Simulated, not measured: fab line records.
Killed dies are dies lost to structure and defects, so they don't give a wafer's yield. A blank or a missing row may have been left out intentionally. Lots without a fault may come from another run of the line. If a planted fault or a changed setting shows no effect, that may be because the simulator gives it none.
fab line records	flow sky130
record: lots: 24	wafers: 72	last-day: 50
route steps=708 shown LI_CONTACT@385 CONTACT@411 METAL1@449 VIA2@521
lots that met no fault: from a run of the same line without faults
start-h: the number of hours between the record's first day and the start of the first shown wafer of the lot	wait-h: hours elapsed since this lot's preceding step	" as in the row above	L1.1+2: a single row standing in for several wafers	- no value, or no start was given	* or withheld: withheld	< > ~ a bound
route shown NAME@n: NAME is a module with steps in the file, n the number in the route of the first one	usual: mean and standard deviation over wafers with no fault	same: alike in all rows	chamber/n: place in a boat	sites: each site's reading	_std_site: their standard deviation	_edge_site: mean of outer sites minus mean of inner sites	radius-mm: how far each site lies from the wafer's centre	mask NAME#n: copy n	behind: the most recent tool/chamber to have shaped the wafer	hold: what put the lot on hold/how long, in hours/how the hold closed	device: whichever transistor did not switch (one of n, p or np)	end of line: at the end of the route, the tests of the same wafers	a step given without rows: its recipe and nothing more	killed: not the wafer's yield, but the dies lost to structure and defects at the first sort	map: dies across one wafer; x = killed, . = not, _ = none there
set.NAME: the run value of the setting; set.NAME@STEP: its run value at that earlier step	model.NAME: the simulator's own value behind a step, which no gauge read
one table for each step of the route and one row for each wafer, over a sample of lots
services: when a tool's chamber went out of use (start-h, in hours from the record's first day, below 0 if earlier), for how many hours, and the reason
== steps ==
step: SKY_LI_CONTACT_THK_MEAS_23
recipe: thk-meas-gauge: xrf	reads: W_of_LI_CONTACT_CVD_21
usual: LI_CONTACT_W_THK: 428/5.4
lot.wafer	tool	chamber	start-h	wait-h	LI_CONTACT_W_THK[nm]
L074.1	film-metro-01	-	677.98	0.1	437
L074.2	"	-	"	"	424
L074.3	"	-	"	"	434
L075.3	film-metro-02	-	700.86	0.1	422
L075.4	"	-	"	"	415
L075.5	"	-	"	"	416
L076.1	film-metro-04	-	705.51	0.1	435
L076.2	"	-	"	"	430
L076.4	"	-	"	"	429
L077.4	film-metro-01	-	708.51	0.1	427
L077.5	"	-	"	"	424
L077.6	"	-	"	"	432
L078.1	film-metro-01	-	717.83	0.1	430
L078.2	"	-	"	"	435
L078.4	"	-	"	"	436
L079.2	film-metro-02	-	728.48	0.1	422
L079.4	"	-	"	"	419
L079.6	"	-	"	"	420
L080.1	film-metro-02	-	731.23	0.1	432
L080.3	"	-	"	"	431
L080.4	"	-	"	"	431
L081.2	film-metro-04	-	742.59	0.1	426
L081.5	"	-	"	"	416
L081.6	"	-	"	"	421
L082.2	film-metro-04	-	755.15	0.1	419
L082.3	"	-	"	"	422
L082.6	"	-	"	"	429
L083.1	film-metro-01	-	756.13	0.1	430
L083.4	"	-	"	"	426
L083.5	"	-	"	"	417
L084.1	film-metro-02	-	765.28	0.1	432
L084.4	"	-	"	"	440
L084.6	"	-	"	"	427
L085.1	film-metro-01	-	774.73	0.1	427
L085.3	"	-	"	"	424
L085.6	"	-	"	"	422
L086.2	film-metro-01	-	782.59	0.1	428
L086.5	"	-	"	"	424
L086.6	"	-	"	"	425
L087.2	film-metro-02	-	787.20	0.1	435
L087.4	"	-	"	"	431
L087.5	"	-	"	"	430
L088.1	film-metro-04	-	795.19	0.1	429
L088.3	"	-	"	"	422
L088.4	"	-	"	"	433
L089.2	film-metro-02	-	807.46	0.1	428
L089.3	"	-	"	"	428
L089.4	"	-	"	"	424
L090.3	film-metro-01	-	811.45	0.1	438
L090.5	"	-	"	"	427
L090.6	"	-	"	"	440
L091.2	film-metro-01	-	816.81	0.1	436
L091.4	"	-	"	"	429
L091.5	"	-	"	"	437
L092.1	film-metro-04	-	821.92	0.1	425
L092.2	"	-	"	"	437
L092.4	"	-	"	"	436
L093.2	film-metro-01	-	826.03	0.1	419
L093.3	"	-	"	"	429
L093.5	"	-	"	"	433
L094.1	film-metro-04	-	832.79	0.1	430
L094.2	"	-	"	"	419
L094.6	"	-	"	"	422
L095.1	film-metro-01	-	840.18	0.1	426
L095.2	"	-	"	"	429
L095.3	"	-	"	"	425
L096.3	film-metro-02	-	844.90	0.1	429
L096.4	"	-	"	"	423
L096.5	"	-	"	"	425
L097.3	film-metro-02	-	853.65	0.1	427
L097.4	"	-	"	"	432
L097.5	"	-	"	"	428
step: SKY_CONTACT_BOW_MEAS_05
recipe: mode: bow
usual: CONTACT_BOW: 81/6.7
lot.wafer	tool	chamber	start-h	wait-h	CONTACT_BOW[um]
L074.1	film-metro-03	-	708.35	0.1	77
L074.2	"	-	"	"	90
L074.3	"	-	"	"	69
L075.3	film-metro-03	-	729.64	0.2	80
L075.4	"	-	"	"	77
L075.5	"	-	"	"	77
L076.1	film-metro-01	-	735.25	0.1	71
L076.2	"	-	"	"	88
L076.4	"	-	"	"	91
L077.4	film-metro-03	-	738.20	0.3	83
L077.5	"	-	"	"	83
L077.6	"	-	"	"	79
L078.1	film-metro-01	-	746.65	0.2	78
L078.2	"	-	"	"	85
L078.4	"	-	"	"	74
L079.2	film-metro-03	-	756.92	0.3	92
L079.4	"	-	"	"	83
L079.6	"	-	"	"	88
L080.1	film-metro-03	-	759.95	0.1	90
L080.3	"	-	"	"	92
L080.4	"	-	"	"	74
L081.2	film-metro-03	-	770.94	0.2	90
L081.5	"	-	"	"	81
L081.6	"	-	"	"	74
L082.2	film-metro-03	-	783.67	0.2	75
L082.3	"	-	"	"	89
L082.6	"	-	"	"	65
L083.1	film-metro-01	-	784.82	0.1	80
L083.4	"	-	"	"	84
L083.5	"	-	"	"	75
L084.1	film-metro-03	-	793.31	0.1	81
L084.4	"	-	"	"	94
L084.6	"	-	"	"	87
L085.1	film-metro-04	-	803.02	0.2	81
L085.3	"	-	"	"	90
L085.6	"	-	"	"	78
L086.2	film-metro-03	-	810.72	0.1	73
L086.5	"	-	"	"	70
L086.6	"	-	"	"	81
L087.2	film-metro-01	-	815.44	0.3	79
L087.4	"	-	"	"	87
L087.5	"	-	"	"	81
L088.1	film-metro-03	-	823.45	0.2	78
L088.3	"	-	"	"	76
L088.4	"	-	"	"	75
L089.2	film-metro-03	-	835.95	0.2	89
L089.3	"	-	"	"	83
L089.4	"	-	"	"	67
L090.3	film-metro-03	-	839.68	0.2	84
L090.5	"	-	"	"	85
L090.6	"	-	"	"	73
L091.2	film-metro-03	-	844.32	0.1	83
L091.4	"	-	"	"	77
L091.5	"	-	"	"	79
L092.1	film-metro-04	-	849.64	0.2	86
L092.2	"	-	"	"	82
L092.4	"	-	"	"	88
L093.2	film-metro-03	-	853.53	0.1	90
L093.3	"	-	"	"	82
L093.5	"	-	"	"	88
L094.1	film-metro-01	-	860.75	0.1	80
L094.2	"	-	"	"	73
L094.6	"	-	"	"	85
L095.1	film-metro-03	-	867.74	0.2	93
L095.2	"	-	"	"	88
L095.3	"	-	"	"	77
L096.3	film-metro-04	-	872.13	0.2	83
L096.4	"	-	"	"	75
L096.5	"	-	"	"	88
L097.3	film-metro-04	-	881.83	0.2	87
L097.4	"	-	"	"	77
L097.5	"	-	"	"	77
step: SKY_CONTACT_ETCH_16
recipe: chemistry: N2/H2	target: BARC	ion-energy-ev: 194.4	source-w: 500	bias-w: 100	pressure-mtorr: 30	n2-flow-sccm: 100	h2-flow-sccm: 200	stop-on: SiO2	time-s: 45.9	target-depth-a: 600
usual: chamber-pressure-mTorr: 30.000/0.024	drypump-motor-current-A: 5.8/0.36	oes-product-au: 0.854/0.0048	throttle-valve-pct: 13.224/0.0087
same: time-s: 45.9
lot.wafer	tool	chamber	start-h	wait-h	chamber-pressure-mTorr	drypump-motor-current-A	oes-product-au	rf-hours-counter-h	throttle-valve-pct
L074.1	rie-diel-04	1	735.98	0.0	30.002	5.6	0.846	5	13.228
L074.2	"	2	"	"	30.025	6.1	0.857	21	13.233
L074.3	"	1	"	"	29.999	5.6	0.858	-	13.229
L075.3	rie-diel-02	3	756.82	0.0	30.002	5.5	0.856	10	13.205
L075.4	"	0	"	"	30.008	5.1	0.851	10	13.230
L075.5	"	3	"	"	30.013	5.5	0.850	-	13.225
L076.1	rie-diel-01	1	763.32	0.0	30.003	5.5	0.860	43	13.237
L076.2	"	3	"	"	30.000	6.0	0.851	19	13.227
L076.4	"	0	"	"	30.016	6.0	0.850	27	13.216
L077.4	rie-diel-02	1	766.01	0.0	30.005	6.3	0.858	13	13.215
L077.5	"	0	"	"	30.003	5.1	0.855	-	13.223
L077.6	"	3	"	"	30.037	5.5	0.852	-	13.220
L078.1	rie-diel-04	2	773.92	0.0	29.986	6.0	0.858	22	13.219
L078.2	"	1	"	"	30.019	5.6	0.851	6	13.224
L078.4	"	0	"	"	30.015	5.9	0.854	17	13.231
L079.2	rie-diel-01	3	783.83	0.0	29.973	6.0	0.866	20	13.216
L079.4	"	1	"	"	30.006	5.5	0.860	0	13.230
L079.6	"	2	"	"	30.050	5.7	0.860	-	13.220
L080.1	rie-diel-02	1	787.02	0.0	29.985	6.3	0.849	14	13.221
L080.3	"	0	"	"	29.993	5.1	0.849	11	13.223
L080.4	"	3	"	"	29.979	5.5	0.851	11	13.211
L081.2	rie-diel-04	1	797.83	0.0	29.987	5.6	0.854	7	13.232
L081.5	"	1	"	"	30.020	5.6	0.857	-	13.224
L081.6	"	3	"	"	30.032	6.2	0.862	-	13.224
L082.2	rie-diel-02	2	810.74	0.0	29.950	6.4	0.855	20	13.212
L082.3	"	1	"	"	30.006	6.4	0.862	15	13.239
L082.6	"	3	"	"	30.040	5.4	0.852	-	13.219
L083.1	rie-diel-02	1	811.86	0.0	29.999	6.4	0.856	15	13.220
L083.4	"	0	"	"	29.969	5.1	0.856	12	13.214
L083.5	"	1	"	"	29.948	6.4	0.850	-	13.221
L084.1	rie-diel-01	0	819.51	0.0	30.012	6.0	0.855	28	13.232
L084.4	"	2	"	"	30.016	5.6	0.853	-	13.232
L084.6	"	0	"	"	29.987	6.0	0.860	-	13.230
L085.1	rie-diel-04	1	829.53	0.0	29.981	5.6	0.859	8	13.227
L085.3	"	0	"	"	30.004	5.9	0.859	19	13.221
L085.6	"	2	"	"	30.008	6.0	0.865	-	13.238
L086.2	rie-diel-01	3	836.37	0.0	29.986	6.0	0.860	21	13.221
L086.5	"	1	"	"	29.999	5.5	0.857	-	13.227
L086.6	"	2	"	"	30.030	5.6	0.858	-	13.216
L087.2	rie-diel-02	1	842.13	0.0	30.006	6.3	0.859	16	13.231
L087.4	"	0	"	"	29.956	5.1	0.856	13	13.229
L087.5	"	3	"	"	30.005	5.5	0.851	-	13.238
L088.1	rie-diel-01	1	849.32	0.0	29.966	5.5	0.859	2	13.209
L088.3	"	2	"	"	29.940	5.6	0.848	5	13.237
L088.4	"	3	"	"	29.970	6.0	0.855	-	13.232
L089.2	rie-diel-04	0	861.78	0.0	29.992	5.9	0.857	20	13.225
L089.3	"	2	"	"	29.950	6.0	0.850	25	13.232
L089.4	"	1	"	"	29.989	5.6	0.853	9	13.222
L090.3	rie-diel-02	2	865.28	0.0	30.007	6.5	0.855	21	13.211
L090.5	"	2	"	"	29.989	6.4	0.850	-	13.237
L090.6	"	1	"	"	30.030	6.4	0.861	-	13.231
L091.2	rie-diel-04	0	870.22	0.0	30.012	5.9	0.857	20	13.224
L091.4	"	3	"	"	29.997	6.2	0.851	19	13.220
L091.5	"	2	"	"	30.018	6.0	0.847	-	13.224
L092.1	rie-diel-04	0	875.46	0.0	30.005	5.9	0.856	20	13.236
L092.2	"	3	"	"	30.023	6.2	0.850	19	13.220
L092.4	"	1	"	"	30.011	5.6	0.860	10	13.221
L093.2	rie-diel-01	3	879.08	0.0	29.996	6.0	0.845	23	13.222
L093.3	"	0	"	"	30.001	5.9	0.850	1	13.232
L093.5	"	3	"	"	29.991	6.0	0.859	-	13.222
L094.1	rie-diel-01	2	886.91	0.0	30.001	5.6	0.851	6	13.226
L094.2	"	1	"	"	30.016	5.5	0.849	3	13.226
L094.6	"	3	"	"	30.012	6.0	0.858	-	13.220
L095.1	rie-diel-01	0	892.57	0.0	29.976	5.9	0.861	1	13.222
L095.2	"	2	"	"	30.040	5.6	0.854	6	13.233
L095.3	"	1	"	"	30.003	5.5	0.853	3	13.232
L096.3	rie-diel-04	3	897.73	0.0	29.985	6.2	0.859	20	13.214
L096.4	"	0	"	"	30.008	5.9	0.852	21	13.228
L096.5	"	2	"	"	29.962	6.1	0.857	-	13.197
L097.3	rie-diel-01	1	907.57	0.0	29.973	5.5	0.855	4	13.220
L097.4	"	3	"	"	29.971	6.0	0.856	23	13.239
L097.5	"	1	"	"	29.987	5.5	0.858	-	13.222
step: SKY_METAL1_CD_MEAS_15
recipe: target-cd-nm: 140
usual: cd-nm: 140.7/1.4
lot.wafer	tool	chamber	start-h	wait-h	cd-nm
L074.1	cd-sem-02	-	765.61	-	140.5
L074.2	"	-	"	"	140.9
L074.3	"	-	"	"	141.9
L075.3	cd-sem-02	-	784.51	-	139.5
L075.4	"	-	"	"	141.5
L075.5	"	-	"	"	141.1
L076.1	cd-sem-01	-	791.26	-	141.4
L076.2	"	-	"	"	142.1
L076.4	"	-	"	"	143.0
L077.4	cd-sem-02	-	794.62	-	139.1
L077.5	"	-	"	"	138.9
L077.6	"	-	"	"	140.1
L078.1	cd-sem-02	-	802.37	-	137.7
L078.2	"	-	"	"	140.1
L078.4	"	-	"	"	139.8
L079.2	cd-sem-02	-	812.07	-	141.7
L079.4	"	-	"	"	141.4
L079.6	"	-	"	"	141.5
L080.1	cd-sem-01	-	814.76	-	143.5
L080.3	"	-	"	"	143.9
L080.4	"	-	"	"	143.4
L081.2	cd-sem-02	-	825.82	-	138.6
L081.5	"	-	"	"	139.9
L081.6	"	-	"	"	139.0
L082.2	cd-sem-01	-	838.62	-	139.1
L082.3	"	-	"	"	139.7
L082.6	"	-	"	"	140.3
L083.1	cd-sem-02	-	839.57	-	141.7
L083.4	"	-	"	"	140.7
L083.5	"	-	"	"	140.6
L084.1	cd-sem-01	-	847.22	-	142.4
L084.4	"	-	"	"	140.8
L084.6	"	-	"	"	140.8
L085.1	cd-sem-02	-	856.36	-	140.5
L085.3	"	-	"	"	139.7
L085.6	"	-	"	"	140.2
L086.2	cd-sem-02	-	862.43	-	138.5
L086.5	"	-	"	"	137.6
L086.6	"	-	"	"	139.2
L087.2	cd-sem-01	-	869.38	-	139.9
L087.4	"	-	"	"	139.4
L087.5	"	-	"	"	139.1
L088.1	cd-sem-01	-	876.31	-	136.6
L088.3	"	-	"	"	140.1
L088.4	"	-	"	"	138.1
L089.2	cd-sem-01	-	888.33	-	143.8
L089.3	"	-	"	"	142.8
L089.4	"	-	"	"	142.5
L090.3	cd-sem-02	-	891.65	-	140.2
L090.5	"	-	"	"	143.0
L090.6	"	-	"	"	142.4
L091.2	cd-sem-02	-	897.13	-	141.7
L091.4	"	-	"	"	141.6
L091.5	"	-	"	"	141.6
L092.1	cd-sem-02	-	902.21	-	140.5
L092.2	"	-	"	"	141.3
L092.4	"	-	"	"	141.1
L093.2	cd-sem-01	-	905.29	-	139.3
L093.3	"	-	"	"	138.4
L093.5	"	-	"	"	139.5
L094.1	cd-sem-01	-	913.32	-	140.6
L094.2	"	-	"	"	140.8
L094.6	"	-	"	"	142.4
L095.1	cd-sem-02	-	918.97	-	141.9
L095.2	"	-	"	"	141.2
L095.3	"	-	"	"	142.5
L096.3	cd-sem-02	-	924.81	-	142.1
L096.4	"	-	"	"	140.9
L096.5	"	-	"	"	140.0
L097.3	cd-sem-02	-	934.40	-	139.6
L097.4	"	-	"	"	141.3
L097.5	"	-	"	"	140.6
step: SKY_METAL1_OVL_MEAS_16
usual: METAL1_OVL: 3/4.6
lot.wafer	tool	chamber	start-h	wait-h	METAL1_OVL[nm]
L074.1	overlay-01	-	765.73	0.1	7
L074.2	"	-	"	"	8
L074.3	"	-	"	"	13
L075.3	overlay-02	-	784.60	0.1	1
L075.4	"	-	"	"	-4
L075.5	"	-	"	"	2
L076.1	overlay-02	-	791.38	0.1	4
L076.2	"	-	"	"	4
L076.4	"	-	"	"	5
L077.4	overlay-01	-	794.70	0.1	2
L077.5	"	-	"	"	7
L077.6	"	-	"	"	6
L078.1	overlay-02	-	802.49	0.1	2
L078.2	"	-	"	"	-2
L078.4	"	-	"	"	5
L079.2	overlay-02	-	812.18	0.1	0
L079.4	"	-	"	"	5
L079.6	"	-	"	"	0
L080.1	overlay-01	-	814.88	0.1	-1
L080.3	"	-	"	"	-1
L080.4	"	-	"	"	-2
L081.2	overlay-01	-	825.93	0.1	7
L081.5	"	-	"	"	5
L081.6	"	-	"	"	8
L082.2	overlay-01	-	838.73	0.1	5
L082.3	"	-	"	"	6
L082.6	"	-	"	"	4
L083.1	overlay-02	-	839.69	0.1	3
L083.4	"	-	"	"	5
L083.5	"	-	"	"	3
L084.1	overlay-01	-	847.34	0.1	-5
L084.4	"	-	"	"	-3
L084.6	"	-	"	"	-6
L085.1	overlay-02	-	856.48	0.1	4
L085.3	"	-	"	"	-1
L085.6	"	-	"	"	6
L086.2	overlay-01	-	862.54	0.1	5
L086.5	"	-	"	"	1
L086.6	"	-	"	"	2
L087.2	overlay-02	-	869.48	0.1	0
L087.4	"	-	"	"	-4
L087.5	"	-	"	"	7
L088.1	overlay-02	-	876.43	0.1	11
L088.3	"	-	"	"	7
L088.4	"	-	"	"	8
L089.2	overlay-01	-	888.43	0.1	1
L089.3	"	-	"	"	5
L089.4	"	-	"	"	3
L090.3	overlay-01	-	891.74	0.1	3
L090.5	"	-	"	"	5
L090.6	"	-	"	"	2
L091.2	overlay-01	-	897.24	0.1	-1
L091.4	"	-	"	"	-3
L091.5	"	-	"	"	-3
L092.1	overlay-01	-	902.33	0.1	10
L092.2	"	-	"	"	4
L092.4	"	-	"	"	5
L093.2	overlay-02	-	905.39	0.1	0
L093.3	"	-	"	"	6
L093.5	"	-	"	"	2
L094.1	overlay-01	-	913.44	0.1	-1
L094.2	"	-	"	"	1
L094.6	"	-	"	"	-3
L095.1	overlay-01	-	919.09	0.1	-4
L095.2	"	-	"	"	1
L095.3	"	-	"	"	-3
L096.3	overlay-01	-	924.90	0.1	10
L096.4	"	-	"	"	16
L096.5	"	-	"	"	15
L097.3	overlay-02	-	934.49	0.1	4
L097.4	"	-	"	"	5
L097.5	"	-	"	"	5
step: SKY_VIA2_ETCH_14
recipe: chemistry: N2/H2	target: BARC	ion-energy-ev: 200	source-w: 500	bias-w: 100	pressure-mtorr: 30	n2-flow-sccm: 100	h2-flow-sccm: 200	stop-on: SiO2	time-s: 45.9	target-depth-a: 600
usual: chamber-pressure-mTorr: 30.001/0.029	drypump-motor-current-A: 5.8/0.39	oes-product-au: 0.854/0.0049	throttle-valve-pct: 13.224/0.0097
same: time-s: 45.9
lot.wafer	tool	chamber	start-h	wait-h	chamber-pressure-mTorr	drypump-motor-current-A	oes-product-au	rf-hours-counter-h	throttle-valve-pct
L074.1	rie-diel-02	2	848.97	0.0	30.035	6.5	0.856	21	13.228
L074.2	"	1	"	"	30.060	6.3	0.852	16	13.207
L074.3	"	0	"	"	30.036	5.1	0.862	13	13.208
L075.3	rie-diel-03	0	868.28	0.0	30.035	5.6	0.854	4	13.233
L075.4	"	2	"	"	30.042	5.5	0.855	9	13.233
L075.5	"	3	"	"	29.990	5.8	0.854	-	13.216
L076.1	rie-diel-02	1	874.02	0.0	29.925	6.3	0.862	17	13.206
L076.2	"	3	"	"	29.993	5.4	0.858	13	13.226
L076.4	"	0	"	"	30.004	5.1	0.869	13	13.226
L077.4	rie-diel-02	1	876.11	0.0	29.963	6.3	0.861	17	13.222
L077.5	"	3	"	"	30.018	5.4	0.854	-	13.233
L077.6	"	2	"	"	30.030	6.4	0.864	-	13.225
L078.1	rie-diel-04	1	883.68	0.0	30.011	5.6	0.866	10	13.214
L078.2	"	2	"	"	29.995	6.0	0.848	26	13.225
L078.4	"	3	"	"	29.948	6.2	0.854	19	13.226
L079.2	rie-diel-03	2	894.28	0.0	30.030	5.5	0.841	9	13.235
L079.4	"	1	"	"	30.018	6.1	0.855	16	13.243
L079.6	"	2	"	"	29.982	5.5	0.850	-	13.226
L080.1	rie-diel-02	3	896.26	0.0	30.017	5.4	0.845	14	13.218
L080.3	"	1	"	"	29.997	6.4	0.856	18	13.225
L080.4	"	0	"	"	29.985	5.1	0.851	14	13.238
L081.2	rie-diel-02	1	908.23	0.0	29.993	6.3	0.862	19	13.218
L081.5	"	2	"	"	29.915	6.4	0.860	-	13.257
L081.6	"	3	"	"	30.064	5.5	0.860	-	13.234
L082.2	rie-diel-03	3	919.22	0.0	30.000	5.8	0.849	16	13.215
L082.3	"	2	"	"	29.987	5.5	0.858	10	13.226
L082.6	"	3	"	"	29.992	5.9	0.852	-	13.214
L083.1	rie-diel-02	0	919.57	0.0	30.003	5.1	0.854	15	13.216
L083.4	"	1	"	"	29.941	6.3	0.852	19	13.214
L083.5	"	3	"	"	29.963	5.5	0.856	-	13.219
L084.1	rie-diel-04	2	927.72	0.0	30.005	6.0	0.867	27	13.224
L084.4	"	3	"	"	29.995	6.2	0.851	21	13.221
L084.6	"	2	"	"	30.004	6.0	0.850	-	13.204
L085.1	rie-diel-02	0	936.11	0.0	30.028	5.1	0.859	15	13.220
L085.3	"	2	"	"	30.039	6.4	0.853	24	13.237
L085.6	"	3	"	"	29.967	5.4	0.855	-	13.239
L086.2	rie-diel-03	2	943.33	0.0	30.001	5.5	0.854	11	13.213
L086.5	"	1	"	"	30.004	6.1	0.850	-	13.234
L086.6	"	2	"	"	30.000	5.5	0.851	-	13.219
L087.2	rie-diel-04	0	949.11	0.0	30.018	5.9	0.851	22	13.212
L087.4	"	2	"	"	30.005	6.0	0.864	28	13.236
L087.5	"	2	"	"	29.978	6.1	0.853	-	13.205
L088.1	rie-diel-02	0	957.28	0.0	29.992	5.1	0.855	16	13.235
L088.3	"	2	"	"	30.007	6.4	0.848	24	13.232
L088.4	"	1	"	"	30.003	6.3	0.852	20	13.211
L089.2	rie-diel-04	3	968.28	0.0	29.977	6.2	0.853	22	13.237
L089.3	"	0	"	"	29.995	5.9	0.853	23	13.220
L089.4	"	1	"	"	30.030	5.6	0.852	13	13.230
L090.3	rie-diel-02	2	971.73	0.0	30.009	6.4	0.857	24	13.211
L090.5	"	3	"	"	30.030	5.5	0.854	-	13.217
L090.6	"	2	"	"	29.987	6.4	0.855	-	13.241
L091.2	rie-diel-03	0	977.11	0.0	29.966	5.6	0.851	7	13.204
L091.4	"	2	"	"	29.967	5.5	0.855	12	13.221
L091.5	"	2	"	"	30.066	5.5	0.856	-	13.223
L092.1	rie-diel-04	3	982.36	0.0	29.980	6.2	0.848	23	13.218
L092.2	"	0	"	"	29.970	5.9	0.854	24	13.233
L092.4	"	1	"	"	30.025	5.6	0.853	13	13.234
L093.2	rie-diel-04	1	985.01	0.0	29.976	5.6	0.852	13	13.220
L093.3	"	3	"	"	30.057	6.2	0.855	23	13.218
L093.5	"	2	"	"	29.930	6.0	0.854	-	13.231
L094.1	rie-diel-03	3	992.28	0.0	30.007	5.9	0.848	19	13.225
L094.2	"	0	"	"	30.010	5.7	0.846	8	13.220
L094.6	"	3	"	"	30.007	5.9	0.853	-	13.213
L095.1	rie-diel-03	3	997.42	0.0	30.023	5.9	0.853	19	13.217
L095.2	"	0	"	"	30.027	5.6	0.858	8	13.205
L095.3	"	2	"	"	29.980	5.5	0.852	12	13.214
L096.3	rie-diel-03	2	1002.82	0.0	30.018	5.5	0.853	12	13.220
L096.4	"	2	"	"	30.026	5.5	0.857	-	13.232
L096.5	"	3	"	"	29.992	5.9	0.853	-	13.222
L097.3	rie-diel-04	2	1012.17	0.0	30.009	6.1	0.857	30	13.222
L097.4	"	3	"	"	30.008	6.2	0.867	23	13.236
L097.5	"	3	"	"	29.997	6.2	0.851	-	13.225
== services ==
tool	chamber	start-h	hours	kind
rie-diel-04	0	722.37	15.5	repair
rie-diel-01	1	722.44	5.1	repair
rie-diel-04	3	732.15	4.1	repair
rie-diel-02	1	740.17	2.5	repair
rie-diel-03	0	758.07	11.0	repair
rie-diel-01	1	764.60	-	clean
rie-diel-01	1	764.60	11.7	scheduled-down
rie-diel-01	1	764.60	11.7	vent-cycle
rie-diel-04	2	797.40	1.9	repair
rie-diel-02	0	804.68	3.1	repair
rie-diel-01	-	809.34	2.8	pm
rie-diel-04	-	809.46	2.8	pm
rie-diel-02	2	813.20	3.5	repair
rie-diel-01	3	818.62	7.5	repair
rie-diel-04	0	837.84	7.5	repair
rie-diel-01	0	847.29	-	clean
rie-diel-01	0	847.29	16.5	scheduled-down
rie-diel-01	0	847.29	16.5	vent-cycle
rie-diel-02	-	915.39	0.5	repair
rie-diel-02	3	939.45	8.9	repair
rie-diel-03	1	1001.77	13.3	repair
== key ==
fault none
